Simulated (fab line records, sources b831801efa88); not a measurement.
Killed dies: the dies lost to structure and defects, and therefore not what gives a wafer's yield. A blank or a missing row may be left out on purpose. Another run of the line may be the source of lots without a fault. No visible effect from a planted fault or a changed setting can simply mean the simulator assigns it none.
What tool caused it? | flow gf180mcu | 33 wafers from 11 lots sampled at 7 of the route's 602 steps

== WHAT EACH GAUGE READ, for each wafer ==
GF_M1_RS_MEAS_05: a four-point-probe measurement. Usual: M1_ALCU_RS gives 0.0696 ohm/sq (standard deviation 0.0008).
lot  | measured     | on            | M1_ALCU_RS (ohm/sq)  | flag
L303 | day 16 01:20 | film_metro-01 | 0.0695 0.0695 0.0695 |
L304 | day 16 11:59 | film_metro-01 | 0.0695 0.0698 0.0696 |
L306 | day 16 19:59 | film_metro-03 | 0.0701 0.0697 0.0703 |
L308 | day 17 19:31 | film_metro-03 | 0.0693 0.0694 0.0695 |
L309 | day 18 06:02 | film_metro-01 | 0.0690 0.0686 0.0697 |
L312 | day 19 10:59 | film_metro-01 | 0.0686 0.0693 0.0692 |
L314 | day 20 13:43 | film_metro-02 | 0.0698 0.0696 0.0695 |
L318 | day 21 20:18 | film_metro-01 | 0.0699 0.0702 0.0700 |
L321 | day 22 18:25 | film_metro-01 | 0.0703 0.0752 0.0695 |
L325 | day 23 21:02 | film_metro-01 | 0.0709 0.0706 0.0709 |
L326 | day 24 05:31 | film_metro-02 | 0.0710 0.0711 0.0715 |

GF_M1_THK_MEAS_06: measures by xrf. Usual: M1_ALCU_THK gives 450 nm (standard deviation 5.3).
lot  | measured     | on            | M1_ALCU_THK (nm) | flag
L303 | day 16 01:25 | film_metro-01 | 446 447 446      |
L304 | day 16 12:05 | film_metro-01 | 450 449 450      |
L306 | day 16 20:06 | film_metro-03 | 452 453 449      |
L308 | day 17 19:38 | film_metro-03 | 455 454 455      |
L309 | day 18 06:10 | film_metro-01 | 449 455 450      |
L312 | day 19 11:05 | film_metro-01 | 456 454 451      |
L314 | day 20 13:50 | film_metro-02 | 448 449 451      |
L318 | day 21 20:25 | film_metro-01 | 447 444 445      |
L321 | day 22 18:32 | film_metro-01 | 443 418 447      |
L325 | day 23 21:10 | film_metro-01 | 436 443 440      |
L326 | day 24 05:37 | film_metro-02 | 445 445 442      |

GF_V1_OVL_MEAS_15. Usual: V1_OVL gives -1 nm (standard deviation 5.3).
lot  | measured     | on         | V1_OVL (nm) | flag
L303 | day 18 00:10 | overlay-01 | -8 -2 -1    |
L304 | day 18 11:34 | overlay-02 | 0 5 5       |
L306 | day 18 19:40 | overlay-02 | -6 -4 -3    |
L308 | day 19 21:31 | overlay-02 | 4 4 2       |
L309 | day 20 07:10 | overlay-01 | -5 -7 -1    |
L312 | day 21 12:02 | overlay-02 | -1 5 4      |
L314 | day 22 14:59 | overlay-01 | -3 0 -8     |
L318 | day 23 19:48 | overlay-01 | 10 2 -1     |
L321 | day 24 17:27 | overlay-02 | -3 -9 0     |
L325 | day 25 18:10 | overlay-01 | -1 -12 -9   |
L326 | day 26 02:13 | overlay-02 | -1 -2 -2    |

GF_V1_THK_MEAS_25: measures by xrf. Usual: V1_W_THK gives 348 nm (standard deviation 5).
lot  | measured     | on            | V1_W_THK (nm) | flag
L303 | day 18 01:14 | film_metro-01 | 349 350 355   |
L304 | day 18 12:40 | film_metro-04 | 352 360 352   |
L306 | day 18 20:44 | film_metro-01 | 347 351 349   |
L308 | day 19 22:32 | film_metro-02 | 351 359 354   |
L309 | day 20 08:13 | film_metro-01 | 341 337 343   |
L312 | day 21 13:13 | film_metro-04 | 342 343 342   |
L314 | day 22 16:01 | film_metro-02 | 352 357 354   |
L318 | day 23 20:54 | film_metro-01 | 347 345 348   |
L321 | day 24 18:31 | film_metro-01 | 349 350 347   |
L325 | day 25 19:16 | film_metro-02 | 349 355 350   |
L326 | day 26 03:16 | film_metro-04 | 344 350 344   |

== WHICH TOOL RAN EACH LOT (tool, then ch and the chambers of the sampled wafers, then the start) ==
lot  | GF_M1_SPUTTER_01             | GF_M1_SPUTTER_02             | GF_M1_METAL_ETCH_16
L303 | pvd_sputter-01, day 16 01:09 | pvd_sputter-01, day 16 01:11 | rie_metal-01 ch 0,1, day 16 23:28
L304 | pvd_sputter-03, day 16 11:50 | pvd_sputter-03, day 16 11:52 | rie_metal-02 ch 0,1, day 17 10:35
L306 | pvd_sputter-02, day 16 19:51 | pvd_sputter-02, day 16 19:53 | rie_metal-02 ch 0,1, day 17 18:37
L308 | pvd_sputter-02, day 17 19:23 | pvd_sputter-02, day 17 19:25 | rie_metal-03 ch 0, day 18 19:19
L309 | pvd_sputter-01, day 18 05:55 | pvd_sputter-01, day 18 05:57 | rie_metal-03 ch 0, day 19 05:40
L312 | pvd_sputter-03, day 19 10:50 | pvd_sputter-03, day 19 10:52 | rie_metal-01 ch 0,1, day 20 10:59
L314 | pvd_sputter-01, day 20 13:35 | pvd_sputter-01, day 20 13:37 | rie_metal-03 ch 0,1, day 21 13:35
L318 | pvd_sputter-02, day 21 20:10 | pvd_sputter-02, day 21 20:11 | rie_metal-02 ch 0,1, day 22 20:02
L321 | pvd_sputter-01, day 22 18:17 | pvd_sputter-01, day 22 18:19 | rie_metal-03 ch 0,1, day 23 17:40
L325 | pvd_sputter-02, day 23 20:55 | pvd_sputter-02, day 23 20:57 | rie_metal-01 ch 0,1, day 24 19:56
L326 | pvd_sputter-03, day 24 05:20 | pvd_sputter-03, day 24 05:22 | rie_metal-02 ch 0,1, day 25 03:28
- GF_M1_SPUTTER_01: material TiN, target thk 30 nm, time 25 s.
- GF_M1_SPUTTER_02: material AlCu, target thk 450 nm, time 23.9 s.
- GF_M1_METAL_ETCH_16: etches the open film in Cl2/BCl3, stops on SiO2, target depth 627.5 nm, time 104.6 s.

== AS READ BY THE TOOLS THEMSELVES (means over the sampled wafers that have a number; for cases with no such wafer, the mark the record gives instead) ==
GF_M1_SPUTTER_01. Usual: throttle_valve_pct reads 30.3 % (standard deviation 0.86).
lot  | tool           | throttle_valve_pct (%) | flag
L303 | pvd_sputter-01 | 30.8                   |
L304 | pvd_sputter-03 | 30.4                   |
L306 | pvd_sputter-02 | 29.8                   |
L308 | pvd_sputter-02 | 29.8                   |
L309 | pvd_sputter-01 | 29.3                   |
L312 | pvd_sputter-03 | 30.5                   |
L314 | pvd_sputter-01 | 30.5                   |
L318 | pvd_sputter-02 | 30.0                   |
L321 | pvd_sputter-01 | 30.3                   |
L325 | pvd_sputter-02 | 29.3                   |
L326 | pvd_sputter-03 | 30.8                   |

GF_M1_SPUTTER_02. Usual: throttle_valve_pct reads 30.3 % (standard deviation 0.84).
lot  | tool           | throttle_valve_pct (%) | flag
L303 | pvd_sputter-01 | 31.1                   |
L304 | pvd_sputter-03 | 30.3                   |
L306 | pvd_sputter-02 | 29.9                   |
L308 | pvd_sputter-02 | 29.7                   |
L309 | pvd_sputter-01 | 29.4                   |
L312 | pvd_sputter-03 | 30.3                   |
L314 | pvd_sputter-01 | 30.6                   |
L318 | pvd_sputter-02 | 30.1                   |
L321 | pvd_sputter-01 | 30.2                   |
L325 | pvd_sputter-02 | 29.4                   |
L326 | pvd_sputter-03 | 30.7                   |

GF_M1_METAL_ETCH_16. Usual: bias_w 139.9 W, standard deviation 0.41; drypump_motor_current_A 5.58 A, standard deviation 0.2; oes_product_au 0.971 a.u., standard deviation 0.0068; throttle_valve_pct 28.249 %, standard deviation 0.011.
lot  | tool         | bias_w (W) | drypump_motor_current_A (A) | oes_product_au (a.u.) | throttle_valve_pct (%) | flag
L303 | rie_metal-01 | 140.3      | 5.48                        | 0.968                 | 28.256                 |
L304 | rie_metal-02 | 139.6      | 5.56                        | 0.969                 | 28.253                 |
L306 | rie_metal-02 | 140.3      | 5.56                        | 0.967                 | 28.255                 |
L308 | rie_metal-03 | 140.3      | 5.60                        | 0.973                 | 28.248                 |
L309 | rie_metal-03 | 139.8      | 5.57                        | 0.977                 | 28.247                 |
L312 | rie_metal-01 | 139.9      | 5.49                        | 0.974                 | 28.252                 |
L314 | rie_metal-03 | 140.1      | 5.50                        | 0.971                 | 28.246                 |
L318 | rie_metal-02 | 140.5      | 5.64                        | 0.966                 | 28.259                 |
L321 | rie_metal-03 | 139.7      | 5.54                        | 0.964                 | 28.266                 |
L325 | rie_metal-01 | 139.8      | 5.49                        | 0.967                 | 28.259                 |
L326 | rie_metal-02 | 139.6      | 5.54                        | 0.972                 | 28.251                 |

== THE ANSWER, worked out from the rows above alone ==
Rule: a lot counts as off when the mean over its wafers that have a number is more than 3 standard deviations away from the usual mean. A lot without any number at a reading at which 4 lots or more have one is off too. The other lots that the step has rows for count as sound. After the gauges, taken in route order, come the tools' own readings; for these a lot's mean is taken, as printed above. The first step at which some lot is off is used, and at that step the reading that is off furthest; a lot without a number counts as furthest.
Nothing can be told from this: no lot is off at any reading shown.

== WHAT THE SIMULATOR PUT IN ==
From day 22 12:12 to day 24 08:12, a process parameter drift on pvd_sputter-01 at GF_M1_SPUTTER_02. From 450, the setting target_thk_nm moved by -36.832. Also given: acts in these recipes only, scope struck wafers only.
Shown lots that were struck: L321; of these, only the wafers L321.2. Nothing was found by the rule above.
